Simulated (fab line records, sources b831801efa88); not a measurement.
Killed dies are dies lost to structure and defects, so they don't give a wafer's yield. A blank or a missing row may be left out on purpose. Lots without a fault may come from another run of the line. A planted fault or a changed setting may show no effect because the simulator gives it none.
One fault seen from 2 desks | flow gf180mcu | each desk has only its own numbers; what lay behind them comes last

THE METROLOGY DESK
What the gauges read, lot by lot, whatever tool the lot ran on: means of the sampled wafers that have a number. A lot is out of limits, marked OUT, if its mean lies more than 4 standard deviations from the usual mean; the brackets give that distance.
Columns: A = M2_ALCU_RS at GF_M2_RS_MEAS_05, usual 0.0694 ohm/sq
lot  | first seen here | A
L302 | day 18 13:44    | 0.0690
L303 | day 18 19:14    | 0.0692
L304 | day 19 05:02    | 0.0686
L306 | day 20 08:31    | 0.0686
L307 | day 20 19:31    | 0.0690
L308 | day 21 01:29    | 0.0707
L309 | day 21 05:02    | 0.0687
L310 | day 21 17:29    | 0.0690
L311 | day 22 01:54    | 0.0688
L313 | day 22 16:56    | 0.0690
L314 | day 23 01:53    | 0.0695
L316 | day 23 16:40    | 0.0702
L317 | day 23 23:08    | 0.0689
L318 | day 24 09:58    | 0.0700
This desk's finding: nothing out of limits on any of the 14 lots.

THE TOOL OWNER'S DESK: pvd_sputter-02
The tool's own readings at GF_V3_SPUTTER_22 (material TiN, target thk 10 nm, time 40 s): means of the sampled wafers that have a number, for each lot that ran on this tool. A lot is out of limits, marked OUT, if its mean lies more than 4 standard deviations from the usual mean; the brackets give that distance.
Columns: A = cathode_dc_power_W at GF_V3_SPUTTER_22, usual 4000.0 W; B = chamber_pressure_pa at GF_V3_SPUTTER_22, usual 4.999 Pa; C = throttle_valve_pct at GF_V3_SPUTTER_22, usual 30.3 %
lot  | first seen here | A      | B     | C
L308 | day 25 02:05    | 4000.4 | 4.997 | 31.5
L311 | day 25 23:43    | 4000.4 | 4.992 | 30.5
This desk's finding: nothing out of limits on any of the 2 lots.

PUT TOGETHER
The metrology desk saw nothing out of limits.
The tool owner's desk saw nothing out of limits.

WHAT THE SIMULATOR HAD PUT IN
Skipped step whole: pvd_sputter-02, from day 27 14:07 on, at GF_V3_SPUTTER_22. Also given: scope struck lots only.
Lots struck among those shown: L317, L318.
